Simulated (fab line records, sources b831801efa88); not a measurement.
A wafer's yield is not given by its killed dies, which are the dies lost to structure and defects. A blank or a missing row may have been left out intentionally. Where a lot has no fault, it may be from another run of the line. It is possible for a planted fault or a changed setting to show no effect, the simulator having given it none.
What tool caused it? :: flow sky130 :: 33 wafers from 11 lots sampled at 5 of the route's 708 steps

== WHAT THE GAUGES READ, wafer by wafer ==
The record lacks any reading of a measuring or inspecting step that a usual standard deviation could be used to judge.

== WHAT TOOL EACH LOT RAN ON (gives the tool, then ch and the chambers of the sampled wafers, and finally the start) ==
lot: L759
SKY_VIA2_ETCH_15: rie_diel-01 ch 2,3, day 36 09:26
SKY_VIA2_STRIP_16: plasma_asher-01 ch 0,1, day 36 09:31
SKY_METAL3_SPUTTER_04: pvd_sputter-03, day 36 11:25
SKY_VIA3_CMP_24: cmp-01 ch 0,3, day 39 20:41
SKY_PAD_OPEN_PROBE_99: prober-02, day 45 23:43

lot: L761
SKY_VIA2_ETCH_15: rie_diel-01 ch 0,1, day 38 16:13
SKY_VIA2_STRIP_16: plasma_asher-04 ch 1, day 38 16:16
SKY_METAL3_SPUTTER_04: pvd_sputter-02, day 38 17:38
SKY_VIA3_CMP_24: cmp-01 ch 0,1,2, day 41 22:11
SKY_PAD_OPEN_PROBE_99: -

lot: L765
SKY_VIA2_ETCH_15: rie_diel-03 ch 1,2,3, day 38 16:34
SKY_VIA2_STRIP_16: plasma_asher-01 ch 0,1, day 38 16:39
SKY_METAL3_SPUTTER_04: pvd_sputter-03, day 38 17:59
SKY_VIA3_CMP_24: cmp-02 ch 0,1,3, day 41 23:08
SKY_PAD_OPEN_PROBE_99: -

lot: L764
SKY_VIA2_ETCH_15: rie_diel-04 ch 0,1,2, day 38 18:14
SKY_VIA2_STRIP_16: plasma_asher-02 ch 0,1, day 38 18:17
SKY_METAL3_SPUTTER_04: pvd_sputter-02, day 38 19:40
SKY_VIA3_CMP_24: cmp-02 ch 1,2,3, day 42 03:35
SKY_PAD_OPEN_PROBE_99: -

lot: L766
SKY_VIA2_ETCH_15: rie_diel-01 ch 0,3, day 38 21:53
SKY_VIA2_STRIP_16: plasma_asher-01 ch 0,1, day 38 21:56
SKY_METAL3_SPUTTER_04: pvd_sputter-03, day 38 23:21
SKY_VIA3_CMP_24: cmp-01 ch 0,2,3, day 42 03:53
SKY_PAD_OPEN_PROBE_99: -

lot: L767
SKY_VIA2_ETCH_15: rie_diel-03 ch 0,1,2, day 40 06:16
SKY_VIA2_STRIP_16: plasma_asher-01 ch 0,1, day 40 06:19
SKY_METAL3_SPUTTER_04: pvd_sputter-02, day 40 07:40
SKY_VIA3_CMP_24: cmp-02 ch 1,2, day 43 10:14
SKY_PAD_OPEN_PROBE_99: prober-02, day 49 00:29

lot: L768
SKY_VIA2_ETCH_15: rie_diel-04 ch 0,3, day 40 07:01
SKY_VIA2_STRIP_16: plasma_asher-02 ch 0,1, day 40 07:06
SKY_METAL3_SPUTTER_04: pvd_sputter-02, day 40 08:26
SKY_VIA3_CMP_24: cmp-01 ch 1,2, day 43 11:23
SKY_PAD_OPEN_PROBE_99: -

lot: L774
SKY_VIA2_ETCH_15: rie_diel-01 ch 1,3, day 41 02:17
SKY_VIA2_STRIP_16: plasma_asher-04 ch 0,1, day 41 02:21
SKY_METAL3_SPUTTER_04: pvd_sputter-02, day 41 04:35
SKY_VIA3_CMP_24: cmp-02 ch 1,2,3, day 44 07:10
SKY_PAD_OPEN_PROBE_99: prober-01, day 49 14:02

lot: L776
SKY_VIA2_ETCH_15: rie_diel-04 ch 1,3, day 41 12:14
SKY_VIA2_STRIP_16: plasma_asher-04 ch 0,1, day 41 12:17
SKY_METAL3_SPUTTER_04: pvd_sputter-03, day 41 13:40
SKY_VIA3_CMP_24: cmp-01 ch 0,3, day 44 14:19
SKY_PAD_OPEN_PROBE_99: prober-01, day 49 20:18

lot: L778
SKY_VIA2_ETCH_15: rie_diel-03 ch 1,2,3, day 42 00:52
SKY_VIA2_STRIP_16: plasma_asher-01 ch 0,1, day 42 00:57
SKY_METAL3_SPUTTER_04: pvd_sputter-01, day 42 02:17
SKY_VIA3_CMP_24: cmp-01 ch 0,2,3, day 45 02:08
SKY_PAD_OPEN_PROBE_99: -

lot: L781
SKY_VIA2_ETCH_15: rie_diel-04 ch 0,1,3, day 42 19:46
SKY_VIA2_STRIP_16: plasma_asher-04 ch 0,1, day 42 19:49
SKY_METAL3_SPUTTER_04: pvd_sputter-02, day 42 21:46
SKY_VIA3_CMP_24: cmp-01 ch 1,2,3, day 45 19:41
SKY_PAD_OPEN_PROBE_99: prober-01, day 50 18:13
- SKY_VIA2_ETCH_15: etches SiO2 in C4F8/O2/Ar, stops on TiN, target depth 546 nm, time 84 s.
- SKY_VIA2_STRIP_16: strips in O2/N2.
- SKY_METAL3_SPUTTER_04: material TiN, target thk 70 nm, time 58.3 s.
- SKY_VIA3_CMP_24: polishes, stops on SiO2, t overpolish 20 s, target thk 0 nm.
- SKY_PAD_OPEN_PROBE_99

== AS READ BY THE TOOLS THEMSELVES (means over the sampled wafers that have a number; for cases with no such wafer, the mark the record gives instead) ==
SKY_VIA2_ETCH_15. Usual: oes_product_au at 0.939 a.u., with a standard deviation of 0.005.
lot: L759
tool: rie_diel-01
oes_product_au (a.u.): 0.937
flag: 

lot: L761
tool: rie_diel-01
oes_product_au (a.u.): 0.936
flag: 

lot: L765
tool: rie_diel-03
oes_product_au (a.u.): 0.939
flag: 

lot: L764
tool: rie_diel-04
oes_product_au (a.u.): 0.935
flag: 

lot: L766
tool: rie_diel-01
oes_product_au (a.u.): 0.938
flag: 

lot: L767
tool: rie_diel-03
oes_product_au (a.u.): 0.941
flag: 

lot: L768
tool: rie_diel-04
oes_product_au (a.u.): 0.940
flag: 

lot: L774
tool: rie_diel-01
oes_product_au (a.u.): 0.934
flag: 

lot: L776
tool: rie_diel-04
oes_product_au (a.u.): 0.937
flag: 

lot: L778
tool: rie_diel-03
oes_product_au (a.u.): 0.939
flag: 

lot: L781
tool: rie_diel-04
oes_product_au (a.u.): 0.941
flag: 

SKY_VIA2_STRIP_16. Usual: drypump_motor_current_A 5.6 A, standard deviation 0.38; oes_product_au 0.399 a.u., standard deviation 0.0051; strip_time_to_endpoint_s 4.04 s, standard deviation 0.04.
lot: L759
tool: plasma_asher-01
drypump_motor_current_A (A): 5.7
oes_product_au (a.u.): 0.399
strip_time_to_endpoint_s (s): 4.08
flag: 

lot: L761
tool: plasma_asher-04
drypump_motor_current_A (A): 5.2
oes_product_au (a.u.): 0.395
strip_time_to_endpoint_s (s): 4.01
flag: 

lot: L765
tool: plasma_asher-01
drypump_motor_current_A (A): 5.6
oes_product_au (a.u.): 0.392
strip_time_to_endpoint_s (s): 4.05
flag: 

lot: L764
tool: plasma_asher-02
drypump_motor_current_A (A): 5.3
oes_product_au (a.u.): 0.398
strip_time_to_endpoint_s (s): 4.06
flag: 

lot: L766
tool: plasma_asher-01
drypump_motor_current_A (A): 5.8
oes_product_au (a.u.): 0.400
strip_time_to_endpoint_s (s): 4.02
flag: 

lot: L767
tool: plasma_asher-01
drypump_motor_current_A (A): 5.6
oes_product_au (a.u.): 0.400
strip_time_to_endpoint_s (s): 4.05
flag: 

lot: L768
tool: plasma_asher-02
drypump_motor_current_A (A): 5.3
oes_product_au (a.u.): 0.401
strip_time_to_endpoint_s (s): 4.06
flag: 

lot: L774
tool: plasma_asher-04
drypump_motor_current_A (A): 5.9
oes_product_au (a.u.): 0.403
strip_time_to_endpoint_s (s): 4.08
flag: 

lot: L776
tool: plasma_asher-04
drypump_motor_current_A (A): 5.5
oes_product_au (a.u.): 0.396
strip_time_to_endpoint_s (s): 4.07
flag: 

lot: L778
tool: plasma_asher-01
drypump_motor_current_A (A): 5.8
oes_product_au (a.u.): 0.396
strip_time_to_endpoint_s (s): 4.04
flag: 

lot: L781
tool: plasma_asher-04
drypump_motor_current_A (A): 5.5
oes_product_au (a.u.): 0.399
strip_time_to_endpoint_s (s): 4.05
flag: 

SKY_METAL3_SPUTTER_04. Usual: throttle_valve_pct at 29.9 %, with a standard deviation of 1.
lot: L759
tool: pvd_sputter-03
throttle_valve_pct (%): 28.7
flag: 

lot: L761
tool: pvd_sputter-02
throttle_valve_pct (%): 31.5
flag: 

lot: L765
tool: pvd_sputter-03
throttle_valve_pct (%): 29.8
flag: 

lot: L764
tool: pvd_sputter-02
throttle_valve_pct (%): 31.0
flag: 

lot: L766
tool: pvd_sputter-03
throttle_valve_pct (%): 29.4
flag: 

lot: L767
tool: pvd_sputter-02
throttle_valve_pct (%): 30.4
flag: 

lot: L768
tool: pvd_sputter-02
throttle_valve_pct (%): 30.5
flag: 

lot: L774
tool: pvd_sputter-02
throttle_valve_pct (%): 31.2
flag: 

lot: L776
tool: pvd_sputter-03
throttle_valve_pct (%): 28.9
flag: 

lot: L778
tool: pvd_sputter-01
throttle_valve_pct (%): 29.7
flag: 

lot: L781
tool: pvd_sputter-02
throttle_valve_pct (%): 30.7
flag: 

SKY_VIA3_CMP_24. Usual: motor_current_A 11.2 A, standard deviation 1.1; overpolish_run_s 20.000 s, standard deviation 0.0094; slurry_flow_ml_min 150.0, standard deviation 0.44; time_to_endpoint_s 95 s, standard deviation 4.5.
lot: L759
tool: cmp-01
motor_current_A (A): 10.7
overpolish_run_s (s): 19.998
slurry_flow_ml_min: 150.2
time_to_endpoint_s (s): 94
flag: 

lot: L761
tool: cmp-01
motor_current_A (A): 11.7
overpolish_run_s (s): 20.007
slurry_flow_ml_min: 149.7
time_to_endpoint_s (s): 102
flag: 

lot: L765
tool: cmp-02
motor_current_A (A): 10.9
overpolish_run_s (s): 20.004
slurry_flow_ml_min: 149.9
time_to_endpoint_s (s): 96
flag: 

lot: L764
tool: cmp-02
motor_current_A (A): 10.8
overpolish_run_s (s): 20.002
slurry_flow_ml_min: 149.9
time_to_endpoint_s (s): 93
flag: 

lot: L766
tool: cmp-01
motor_current_A (A): 11.8
overpolish_run_s (s): 20.002
slurry_flow_ml_min: 149.9
time_to_endpoint_s (s): 95
flag: 

lot: L767
tool: cmp-02
motor_current_A (A): 11.8
overpolish_run_s (s): 20.008
slurry_flow_ml_min: 150.0
time_to_endpoint_s (s): 98
flag: 

lot: L768
tool: cmp-01
motor_current_A (A): 11.4
overpolish_run_s (s): 19.998
slurry_flow_ml_min: 150.2
time_to_endpoint_s (s): 95
flag: 

lot: L774
tool: cmp-02
motor_current_A (A): 10.6
overpolish_run_s (s): 0.036
slurry_flow_ml_min: 150.0
time_to_endpoint_s (s): 149
flag: OFF

lot: L776
tool: cmp-01
motor_current_A (A): 11.1
overpolish_run_s (s): 19.990
slurry_flow_ml_min: 150.2
time_to_endpoint_s (s): 93
flag: 

lot: L778
tool: cmp-01
motor_current_A (A): 11.1
overpolish_run_s (s): 20.002
slurry_flow_ml_min: 149.8
time_to_endpoint_s (s): 94
flag: 

lot: L781
tool: cmp-01
motor_current_A (A): 10.9
overpolish_run_s (s): 20.001
slurry_flow_ml_min: 150.0
time_to_endpoint_s (s): 92
flag: 

SKY_PAD_OPEN_PROBE_99. Usual: defect_limited_yield 82.8 %, standard deviation 1.9; killed_at_M0_to_M3 43, standard deviation 7.5; killed_at_M4_up 2.8, standard deviation 1.8; killed_at_contacts 24, standard deviation 5.3; killed_at_front_end 14, standard deviation 4.2; killed_at_other 0.3, standard deviation 0.54; killed_dies 84, standard deviation 9.4; killed_on_rim 16, standard deviation 3.3; killed_open 46, standard deviation 7.1; killed_short 38, standard deviation 6.6; sort_bin_3_pad_short 0.8 %, standard deviation 0.42; sort_bin_5_function 10.1 %, standard deviation 1.4; sort_bin_6_memory 6.2 %, standard deviation 1.1; sort_n_pass 408, standard deviation 9.4; sort_yield_pct 82.8 %, standard deviation 1.9.
lot: L759
tool: prober-02
defect_limited_yield (%): 81.1
killed_at_M0_to_M3: 44
killed_at_M4_up: 3.7
killed_at_contacts: 30
killed_at_front_end: 15
killed_at_other: 1.0
killed_dies: 93
killed_on_rim: 19
killed_open: 52
killed_short: 41
sort_bin_3_pad_short (%): 0.7
sort_bin_5_function (%): 11.7
sort_bin_6_memory (%): 6.4
sort_n_pass: 399
sort_yield_pct (%): 81.1
flag: 

lot: L767
tool: prober-02
defect_limited_yield (%): 81.8
killed_at_M0_to_M3: 47
killed_at_M4_up: 2.0
killed_at_contacts: 24
killed_at_front_end: 15
killed_at_other: 1.0
killed_dies: 89
killed_on_rim: 18
killed_open: 45
killed_short: 42
sort_bin_3_pad_short (%): 0.8
sort_bin_5_function (%): 10.5
sort_bin_6_memory (%): 6.9
sort_n_pass: 403
sort_yield_pct (%): 81.8
flag: 

lot: L774
tool: prober-01
defect_limited_yield (%): 0.0
killed_at_M0_to_M3: 456
killed_at_M4_up: 4.0
killed_at_contacts: 20
killed_at_front_end: 12
killed_at_other: 0.0
killed_dies: 492
killed_on_rim: 96
killed_open: 43
killed_short: 36
sort_bin_3_pad_short (%): 85.0
sort_bin_5_function (%): 9.2
sort_bin_6_memory (%): 5.8
sort_n_pass: 0
sort_yield_pct (%): 0.0
flag: OFF

lot: L776
tool: prober-01
defect_limited_yield (%): 84.6
killed_at_M0_to_M3: 38
killed_at_M4_up: 1.7
killed_at_contacts: 21
killed_at_front_end: 15
killed_at_other: 0.3
killed_dies: 76
killed_on_rim: 15
killed_open: 39
killed_short: 36
sort_bin_3_pad_short (%): 0.9
sort_bin_5_function (%): 8.0
sort_bin_6_memory (%): 6.4
sort_n_pass: 416
sort_yield_pct (%): 84.6
flag: 

lot: L781
tool: prober-01
defect_limited_yield (%): 83.9
killed_at_M0_to_M3: 43
killed_at_M4_up: 3.7
killed_at_contacts: 21
killed_at_front_end: 11
killed_at_other: 0.3
killed_dies: 79
killed_on_rim: 15
killed_open: 47
killed_short: 31
sort_bin_3_pad_short (%): 0.5
sort_bin_5_function (%): 9.8
sort_bin_6_memory (%): 5.8
sort_n_pass: 413
sort_yield_pct (%): 83.9
flag: 

== THE ANSWER, worked out from the rows above alone ==
Rule: a lot is off if the mean of its wafers that have a number lies more than 3 standard deviations from the usual mean. A lot without any number at a reading at which 4 lots or more have one is off too. Where the step has rows for the other lots, those lots are counted as sound. After the gauges, taken in route order, come the tools' own readings; for these a lot's mean is taken, as printed above. At the first step where some lot is off, the reading lying furthest off is the one used; lots without a number count as furthest.
Off: L774, at SKY_VIA3_CMP_24 (overpolish_run_s).
A tool fits if, at that step or a process step before it, it ran every lot that is off, and no sound lot after the first of them. Undecided on this evidence; 2 tools fit (rie_diel-01 at SKY_VIA2_ETCH_15, cmp-02 at SKY_VIA3_CMP_24).

== WHAT WAS PUT IN BY THE SIMULATOR ==
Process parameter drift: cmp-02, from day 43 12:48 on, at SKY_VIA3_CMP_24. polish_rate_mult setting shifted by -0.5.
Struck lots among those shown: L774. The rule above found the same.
